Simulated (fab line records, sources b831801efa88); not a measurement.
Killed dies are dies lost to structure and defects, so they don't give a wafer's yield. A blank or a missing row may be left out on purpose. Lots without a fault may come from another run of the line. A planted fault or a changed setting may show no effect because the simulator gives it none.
fab line records | flow sky130
record lots=13 wafers=39 last_day=50
route steps=708 shown NWELL@65 LI_CONTACT@385 CONTACT@432
lots that met no fault: from a run of the same line without faults
start_h: hours from the record's first day to the start of the lot's first wafer shown | wait_h: hours since the lot's step before | " the same as in the row above | L1.1+2: a row that stands for several wafers | - no value, or no start given | * or withheld: withheld | < > ~ a bound
route shown NAME@n: a module of which the file shows steps, and the number in the route of the first | usual: mean/standard deviation of fault-free wafers | same: alike in all rows | chamber/n: place in a boat | sites: the reading at each site | _std_site: their standard deviation | _edge_site: outer sites' mean less inner sites' | radius_mm: how far each site lies from the wafer's centre | mask NAME#n: copy n | behind: the tool/chamber that last shaped the wafer | hold: why the lot was held/for how many hours/how that ended | device: the transistor (n, p or np) that didn't switch | end of line: the same wafers' tests at the end of the route | a step without rows: its recipe alone | killed: dies lost to structure and defects at the first sort, not the wafer's yield | map: a wafer's dies, x killed, . not, _ none there
set.NAME: the setting as run; set.NAME@STEP: as run at that earlier step | model.NAME: the simulator's own value behind a step, which no gauge read
steps of the route over a sample of lots; a table a step, a row a wafer
services: from which hour (start_h, from the record's first day; less than 0 if before it) a tool's chamber was out of use, for how many hours, and why
## steps
# step SKY_NWELL_IMPLANT_12
# recipe species=P energy_kev=120 dose_cm2=1.3e+12 tilt_deg=withheld
# usual beam_energy_keV=120.00/0.034
# columns lot.wafer tool chamber start_h wait_h beam_energy_keV
L219.1 implanter-03 0 88.51 0.1 119.97
L219.2 " 0 " " 119.97
L219.5 " 0 " " 120.02
L220.2 implanter-02 0 89.65 0.1 120.01
L220.3 " 0 " " 120.02
L220.6 " 0 " " 119.99
L222.2 implanter-01 0 104.84 0.1 120.00
L222.3 " 0 " " 119.98
L222.5 " 0 " " 120.02
L224.2 implanter-01 0 115.38 0.1 120.01
L224.4 " 0 " " 120.04
L224.6 " 0 " " 119.93
L225.3 implanter-03 0 121.67 0.1 120.01
L225.4 " 0 " " 119.98
L225.5 " 0 " " 120.00
L227.1 implanter-02 0 132.86 0.1 120.00
L227.3 " 0 " " 119.97
L227.5 " 0 " " 120.03
L232.2 implanter-02 0 161.64 0.1 105.81
L232.3 " 0 " " 105.78
L232.5 " 0 " " 105.76
L234.1 implanter-03 0 173.22 0.1 120.06
L234.2 " 0 " " 119.95
L234.4 " 0 " " 119.97
L235.2 implanter-02 0 176.99 0.1 105.73
L235.3 " 0 " " 105.71
L235.5 " 0 " " 105.69
L239.1 implanter-01 0 203.16 0.1 120.09
L239.3 " 0 " " 120.00
L239.5 " 0 " " 120.06
L240.3 implanter-01 0 207.67 0.1 120.01
L240.4 " 0 " " 120.05
L240.5 " 0 " " 120.01
L241.2 implanter-03 0 213.68 0.1 120.02
L241.3 " 0 " " 120.00
L241.4 " 0 " " 119.99
L242.1 implanter-01 0 220.66 0.1 119.97
L242.3 " 0 " " 119.97
L242.4 " 0 " " 119.98
# step SKY_LI_CONTACT_THK_MEAS_23
# recipe thk_meas_gauge=xrf reads=W_of_LI_CONTACT_CVD_21
# usual LI_CONTACT_W_THK=409/6.1
# columns lot.wafer tool chamber start_h wait_h LI_CONTACT_W_THK[nm]
L219.1 film_metro-03 - 674.58 0.1 405
L219.2 " - " " 407
L219.5 " - " " 400
L220.2 film_metro-04 - 680.35 0.1 417
L220.3 " - " " 413
L220.6 " - " " 416
L222.2 film_metro-04 - 708.60 0.1 412
L222.3 " - " " 421
L222.5 " - " " 413
L224.2 film_metro-04 - 721.92 0.1 411
L224.4 " - " " 414
L224.6 " - " " 415
L225.3 film_metro-04 - 733.55 0.1 415
L225.4 " - " " 406
L225.5 " - " " 410
L227.1 film_metro-04 - 746.99 0.1 406
L227.3 " - " " 410
L227.5 " - " " 408
L232.2 film_metro-01 - 779.74 0.1 401
L232.3 " - " " 408
L232.5 " - " " 405
L234.1 film_metro-03 - 796.59 0.1 398
L234.2 " - " " 408
L234.4 " - " " 412
L235.2 film_metro-03 - 797.60 0.1 399
L235.3 " - " " 399
L235.5 " - " " 411
L239.1 film_metro-04 - 832.64 0.1 403
L239.3 " - " " 410
L239.5 " - " " 408
L240.3 film_metro-04 - 839.76 0.1 409
L240.4 " - " " 415
L240.5 " - " " 411
L241.2 film_metro-04 - 847.62 0.1 408
L241.3 " - " " 409
L241.4 " - " " 403
L242.1 film_metro-04 - 852.79 0.1 405
L242.3 " - " " 409
L242.4 " - " " 414
# step SKY_CONTACT_THK_MEAS_26
# recipe thk_meas_gauge=xrf reads=W_of_CONTACT_CVD_24
# usual CONTACT_W_THK=341/5.9
# columns lot.wafer tool chamber start_h wait_h CONTACT_W_THK[nm]
L219.1 film_metro-02 - 734.02 0.1 341
L219.2 " - " " 342
L219.5 " - " " 343
L220.2 film_metro-01 - 738.55 0.1 335
L220.3 " - " " 336
L220.6 " - " " 333
L222.2 film_metro-01 - 766.34 0.1 338
L222.3 " - " " 337
L222.5 " - " " 331
L224.2 film_metro-02 - 779.26 0.1 346
L224.4 " - " " 350
L224.6 " - " " 352
L225.3 film_metro-02 - 790.75 0.1 350
L225.4 " - " " 347
L225.5 " - " " 352
L227.1 film_metro-01 - 803.05 0.1 338
L227.3 " - " " 340
L227.5 " - " " 341
L232.2 film_metro-02 - 834.95 0.1 335
L232.3 " - " " 340
L232.5 " - " " 334
L234.1 film_metro-01 - 851.59 0.1 335
L234.2 " - " " 342
L234.4 " - " " 335
L235.2 film_metro-01 - 853.14 0.1 334
L235.3 " - " " 334
L235.5 " - " " 335
L239.1 film_metro-02 - 887.53 0.1 347
L239.3 " - " " 348
L239.5 " - " " 343
L240.3 film_metro-02 - 893.86 0.1 349
L240.4 " - " " 346
L240.5 " - " " 344
L241.2 film_metro-02 - 902.68 0.1 344
L241.3 " - " " 343
L241.4 " - " " 349
L242.1 film_metro-01 - 907.55 0.1 339
L242.3 " - " " 345
L242.4 " - " " 341
# step SKY_CONTACT_CMP_27
# recipe stop_on=SiO2 t_overpolish_s=15 down_force_psi=3.5 platen_rpm=60 target_thk_nm=0 pad_velocity_m_s=0.94248
# usual motor_current_A=11.9/1.2 overpolish_run_s=15.001/0.0092 slurry_filter_dp_kPa=13.49/0.13 time_to_endpoint_s=81/3.3
# same t_overpolish_s=15
# columns lot.wafer tool chamber start_h wait_h motor_current_A overpolish_run_s slurry_filter_dp_kPa time_to_endpoint_s
L219.2 cmp-01 3 734.18 0.1 9.7 14.997 13.50 75
L219.1 " 0 " " 12.7 14.992 13.61 84
L219.5 " 1 " " 14.6 14.995 13.49 77
L220.2 cmp-02 2 738.65 0.1 12.1 15.023 13.62 82
L220.3 " 3 " " 12.5 15.010 13.55 82
L220.6 " 2 " " 12.0 15.005 13.57 87
L222.3 cmp-02 0 766.39 0.0 10.9 14.998 13.40 84
L222.2 " 1 " " 10.7 15.012 13.28 83
L222.5 " 0 " " 10.9 14.996 13.82 81
L224.4 cmp-01 2 779.36 0.1 11.6 14.991 13.57 80
L224.2 " 0 " " 13.0 14.989 13.49 88
L224.6 " 1 " " 14.9 14.988 13.55 80
L225.3 cmp-01 2 790.89 0.1 11.6 15.007 13.70 77
L225.4 " 3 " " 9.5 14.989 13.37 83
L225.5 " 1 " " 14.5 15.004 13.29 78
L227.1 cmp-01 0 803.11 0.1 12.9 14.990 13.51 91
L227.3 " 2 " " 11.2 14.986 13.64 81
L227.5 " 0 " " 12.6 14.995 13.56 90
L232.2 cmp-01 0 835.00 0.0 11.9 14.997 13.55 87
L232.3 " 1 " " 14.5 15.009 13.38 76
L232.5 " 0 " " 13.2 14.992 13.28 83
L234.1 cmp-02 0 851.65 0.1 11.5 14.991 13.32 81
L234.2 " 1 " " 10.8 15.014 13.44 84
L234.4 " 2 " " 12.7 14.993 13.69 85
L235.3 cmp-02 1 853.24 0.1 10.6 14.999 13.62 78
L235.2 " 3 " " 12.8 15.002 13.21 82
L235.5 " 1 " " 10.9 14.992 13.42 80
L239.1 cmp-02 0 887.72 0.2 11.6 14.994 13.34 79
L239.3 " 1 " " 10.6 14.994 13.33 77
L239.5 " 3 " " 12.3 15.004 13.36 80
L240.3 cmp-02 3 893.90 0.0 11.9 14.999 13.21 83
L240.4 " 0 " " 11.9 15.003 13.44 78
L240.5 " 0 " " 12.1 14.994 13.70 82
L241.4 cmp-02 1 902.73 0.0 10.9 14.994 13.48 81
L241.2 " 2 " " 11.9 14.994 13.49 82
L241.3 " 0 " " 11.5 15.011 13.30 82
L242.4 cmp-02 3 907.61 0.0 12.2 14.998 13.52 77
L242.1 " 0 " " 11.6 14.993 13.70 80
L242.3 " 2 " " 11.7 14.991 13.49 80
## services
# columns tool chamber start_h hours kind
implanter-01 - 87.15 14.8 pm
cmp-02 - 89.89 3.8 repair
cmp-01 - 112.26 0.2 repair
cmp-02 - 114.76 1.0 repair
cmp-01 - 186.07 12.5 repair
cmp-02 - 232.00 4.0 pm
cmp-02 - 237.13 2.6 repair
cmp-02 - 260.39 1.2 repair
cmp-02 - 264.09 11.1 pm
cmp-02 - 277.34 3.2 repair
cmp-02 - 317.39 3.9 pm
cmp-02 - 321.31 5.6 pm
cmp-02 - 336.54 0.9 repair
cmp-02 - 444.82 3.7 repair
cmp-02 - 493.22 3.9 repair
cmp-02 - 572.00 4.0 pm
cmp-02 - 581.38 1.1 repair
cmp-02 - 644.94 3.7 repair
cmp-02 - 686.64 3.9 pm
cmp-02 - 723.05 1.1 repair
cmp-02 - 772.76 2.6 repair
cmp-02 - 790.96 1.3 repair
cmp-02 - 821.46 0.3 repair
cmp-02 - 856.18 1.4 repair
## key
first_sign step=SKY_NWELL_IMPLANT_12 reading=beam_energy_keV direction=down sigmas=99+ usual=* struck=*
effect none on later readings
met_at SKY_NWELL_IMPLANT_12
struck_lots L232,L235
tester_left_out L232,L235
not_acting_at SKY_LI_CONTACT_THK_MEAS_23,SKY_CONTACT_THK_MEAS_26,SKY_CONTACT_CMP_27
onset_between 132.86 161.64
fault kind=process_parameter_drift tool=implanter-02 chamber=- onset_h=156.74 steps=SKY_NWELL_IMPLANT_12 channel=energy_kev offset=* shape=step end_h=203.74 acts_in=* stated=*
# tester_left_out: of these lots the tester's yield and bins aren't shown, on N5 and GAA mostly nor the transistor test; their killed dies are dies lost to structure and defects alone, not to doping, threshold or leakage, so they don't give the yield
